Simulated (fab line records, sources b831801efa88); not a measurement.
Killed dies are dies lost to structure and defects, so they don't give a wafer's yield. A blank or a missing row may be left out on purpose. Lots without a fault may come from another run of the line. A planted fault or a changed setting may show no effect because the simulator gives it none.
Split-lot experiment | flow sfq_line | 5 lots, 23 wafers read, on a route of 325 steps

THE SPLIT
At SFQ_TRILAYER_I1_VIA_LITHO_EXPOSE_050 (exposes mask I1, target cd 500 nm), the setting dose_mj was moved away from the recipe's 21.3 on 5 of the 23 wafers read, by -3.8% to +5.7%. The other wafers ran this setting at the recipe's value.

FROM THE SPLIT TO THE READING: what the file shows between them, 2 steps
- SFQ_TRILAYER_I1_VIA_LITHO_PEB_052: peb time 60 s
- SFQ_TRILAYER_I1_VIA_LITHO_DEVELOP_051: time 60 s

THE READING
I1.cd_nm (the simulator's own value, which no gauge read), in nm, at SFQ_TRILAYER_I1_VIA_BARC_OPEN_VIA_ETCH_071 (etches BARC in O2, target depth 125 nm, time 41.7 s). The file gives no usual value for it. The 18 wafers here that ran the recipe average 500.0 nm, standard deviation 1.2 nm.

wafer  | tool, chamber at the split | dose_mj as run | against the recipe | I1.cd_nm, nm | against lot-mates on the recipe
L076.1 | krf_scanner-02, 0          | 22.52          | +5.7%              | 508.1        | +8.7
L076.2 | krf_scanner-02, 0          | 22.52          | +5.7%              | 507.2        | +7.8
L076.3 | krf_scanner-02, 0          | 21.3           | recipe             | 499.4        | -
L076.4 | krf_scanner-02, 0          | 22.52          | +5.7%              | 507.4        | +7.9
L076.5 | krf_scanner-02, 0          | 21.3           | recipe             | 499.5        | -
L079.1 | krf_scanner-02, 0          | 21.3           | recipe             | 501.1        | -
L079.2 | krf_scanner-02, 0          | 21.3           | recipe             | 500.8        | -
L079.4 | krf_scanner-02, 0          | 21.3           | recipe             | 501          | -
L079.5 | krf_scanner-02, 0          | 21.3           | recipe             | 501.9        | -
L079.6 | krf_scanner-02, 0          | 21.3           | recipe             | 502.1        | -
L080.1 | krf_scanner-02, 0          | 20.5           | -3.8%              | 491.2        | -7.3
L080.2 | krf_scanner-02, 0          | 21.3           | recipe             | 497.4        | -
L080.3 | krf_scanner-02, 0          | 21.3           | recipe             | 500          | -
L080.4 | krf_scanner-02, 0          | 20.5           | -3.8%              | 493          | -5.5
L080.6 | krf_scanner-02, 0          | 21.3           | recipe             | 498.2        | -
L083.1 | krf_scanner-02, 0          | 21.3           | recipe             | 499.8        | -
L083.5 | krf_scanner-02, 0          | 21.3           | recipe             | 500.9        | -
L083.6 | krf_scanner-02, 0          | 21.3           | recipe             | 500          | -
L085.2 | krf_scanner-02, 0          | 21.3           | recipe             | 499.9        | -
L085.3 | krf_scanner-02, 0          | 21.3           | recipe             | 500.9        | -
L085.4 | krf_scanner-02, 0          | 21.3           | recipe             | 498.7        | -
L085.5 | krf_scanner-02, 0          | 21.3           | recipe             | 499.6        | -
L085.6 | krf_scanner-02, 0          | 21.3           | recipe             | 499.7        | -

THE FIT
A straight line over all 23 wafers: I1.cd_nm changes by +1.52 nm for each +1% of dose_mj; r = +0.94; the points scatter about the line by 1.4 nm.
The same after taking each lot's own level away (the mean of its wafers on the recipe; 23 wafers): +1.49 nm for each +1%; r = +0.98; scatter 0.75 nm.
On that fit, the largest move of dose_mj shifts the reading by 8.6 nm.
The lots' own levels span 498.53 to 501.38 nm, that is 2.4 times the standard deviation above.
So the lot-to-lot level changes the slope little: the two slopes agree.
Check: with one of the wafers moved furthest among these (+5.7%) left out of the fit, the line predicts +8.34 nm for it against its lot-mates. It came out at +8.65 nm against them.

OTHER SPLITS ON THESE WAFERS
These wafers also went through other splits before the reading. Each is held against what the fit with the lots' levels taken away leaves over:
other split on the same wafers               | wafers away from the commonest value | r with I1.cd_nm (lot level and that fit taken away)
SFQ_TRILAYER_M1_LITHO_COAT_044 resist_thk_nm | 11                                   | +0.26
SFQ_TRILAYER_I1_DEP_PECVD_045 time_s         | 6                                    | +0.12

THE FILE'S OWN FIT
I1.cd_nm changes by +1.51 nm for each +1% of dose_mj, r = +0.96.
